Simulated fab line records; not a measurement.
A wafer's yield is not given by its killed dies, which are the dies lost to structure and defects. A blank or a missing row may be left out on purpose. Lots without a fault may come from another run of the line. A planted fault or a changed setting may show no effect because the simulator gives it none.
Which tool was responsible? :: flow sky130 :: 33 wafers sampled from 11 lots at 1 step of a route of 708

== WHAT THE GAUGES READ, wafer by wafer ==
SKY_DNWELL_TW_MEAS_09.
lot: L643
measured: day 3 12:27
on: film metro-01
DNWELL_TW: 1127 1121 1125

lot: L645
measured: day 4 00:22
on: film metro-03
DNWELL_TW: 1101 1103 1107

lot: L649
measured: day 4 18:31
on: film metro-03
DNWELL_TW: 1114 1113 1111

lot: L652
measured: day 5 13:00
on: film metro-01
DNWELL_TW: 1127 1131 1134

lot: L653
measured: day 5 19:18
on: film metro-04
DNWELL_TW: 1118 1121 1116

lot: L656
measured: day 6 07:52
on: film metro-03
DNWELL_TW: 1104 1100 1111

lot: L657
measured: day 6 12:48
on: film metro-04
DNWELL_TW: 1123 1121 1120

lot: L661
measured: day 7 11:05
on: film metro-03
DNWELL_TW: 1120 1114 1106

lot: L662
measured: day 7 18:27
on: film metro-03
DNWELL_TW: 1108 1115 1108

lot: L663
measured: day 7 23:13
on: film metro-04
DNWELL_TW: 1117 1116 1114

lot: L664
measured: day 8 04:12
on: film metro-03
DNWELL_TW: 1124 1120 1129

== WHICH TOOL RAN EACH LOT (tool, then ch and the chambers of the sampled wafers, then the start) ==
No process step before these readings appears in the record.

== THE ANSWER, worked out from the rows above alone ==
Rule: usual is defined by the lots themselves. Put in order of their means at a reading, lots are off if they are a third of the lots or fewer, leave a main group of 4 or more, and stand apart from it by a gap of 3 or more times the standard deviation of the main group's means; of several such gaps the widest counts. The tables above print the reading to a certain number of digits; a main group whose means all agree to those digits is not used. Also off: a lot with no number at a reading for which 4 or more lots have one. Any other lot the step has rows for is counted as sound.
Nothing can be told from this: no lot is off at any reading shown.

== WHAT THE SIMULATOR PUT IN ==
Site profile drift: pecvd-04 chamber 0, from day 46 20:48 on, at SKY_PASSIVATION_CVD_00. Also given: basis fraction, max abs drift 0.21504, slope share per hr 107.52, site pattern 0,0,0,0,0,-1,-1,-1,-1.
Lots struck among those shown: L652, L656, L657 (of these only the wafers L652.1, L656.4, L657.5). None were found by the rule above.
